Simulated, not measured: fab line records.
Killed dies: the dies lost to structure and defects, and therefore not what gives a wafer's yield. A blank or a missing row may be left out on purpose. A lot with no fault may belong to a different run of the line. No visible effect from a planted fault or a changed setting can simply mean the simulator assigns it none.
Chamber matching | flow sky130 | 4 sister chambers for SKY_CONTACT_ETCH_16 on rie_diel-03
The step etches BARC in N2/H2, stops on SiO2, time 45.9 s, target depth 60 nm. 14 wafers are shown with their chamber, then 7 later ones without.

## WAFERS, EACH WITH ITS CHAMBER
wafer  | chamber | drypump_motor_current_A (A) | throttle_valve_pct (%) | bias_w (W)
L211.3 | 3       | 5.0                         | 13.214                 | 99.79
L211.4 | 0       | 5.5                         | 13.215                 | 100.00
L211.5 | 0       | 5.4                         | 13.235                 | 100.26
L217.1 | 0       | 5.4                         | 13.245                 | 99.89
L217.2 | 2       | 5.3                         | 13.216                 | 99.39
L217.3 | 3       | 5.0                         | 13.228                 | 100.18
L218.2 | 0       | 5.5                         | 13.231                 | 99.84
L218.3 | 1       | 5.4                         | 13.227                 | 99.56
L218.5 | 3       | 5.0                         | 13.226                 | 100.37
L220.3 | 2       | 5.3                         | 13.216                 | 100.15
L220.5 | 1       | 5.4                         | 13.224                 | 99.78
L220.6 | 2       | 5.2                         | 13.217                 | 99.41
L227.2 | 2       | 5.3                         | 13.218                 | 99.99
L227.5 | 0       | 5.4                         | 13.226                 | 99.80

SIGNATURES, as means of the wafers listed above
reading                 | chamber 0 | chamber 1 | chamber 2 | chamber 3 | scatter within a chamber
drypump_motor_current_A | 5.440     | 5.400     | 5.275     | 5.000     | 0.0442
throttle_valve_pct      | 13.23040  | 13.22550  | 13.21675  | 13.22267  | 0.00783
bias_w                  | 99.9580   | 99.6700   | 99.7350   | 100.1133  | 0.282
Rule: distance of a wafer from a chamber = root of the sum over the readings of ((wafer's reading minus chamber's mean) / reading's scatter) squared. The wafer belongs to the nearest chamber; if the next one is less than 2 further off, it can't be placed. The scatter: the root of (the sum of the squares of (reading less its chamber's mean) over the shown wafers, divided by (wafers less chambers)).

## WAFERS WHOSE CHAMBER IS MISSING
wafer  | drypump_motor_current_A (A) | throttle_valve_pct (%) | bias_w (W)
L227.6 | 5.0                         | 13.239                 | 99.82
L228.1 | 5.4                         | 13.235                 | 99.79
L228.4 | 5.4                         | 13.232                 | 99.52
L228.5 | 5.0                         | 13.223                 | 100.09
L230.4 | 5.4                         | 13.219                 | 99.96
L230.5 | 5.4                         | 13.218                 | 99.78
L230.6 | 5.0                         | 13.211                 | 100.03

## THE CHAMBER EACH PASSED THROUGH
wafer  | from the rows above          | in truth
L227.6 | 3                            | 3
L228.1 | can't be placed: 0 or 1      | 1
L228.4 | can't be placed: 1 or 0      | 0
L228.5 | 3                            | 3
L230.4 | can't be placed: 1 or 0 or 2 | 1
L230.5 | can't be placed: 1 or 0 or 2 | 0
L230.6 | 3                            | 3
Correct placement for 3 of the 7. From these rows, 4 cannot be placed; in 4 the true chamber is one of the candidates. Number placed wrongly: 0.
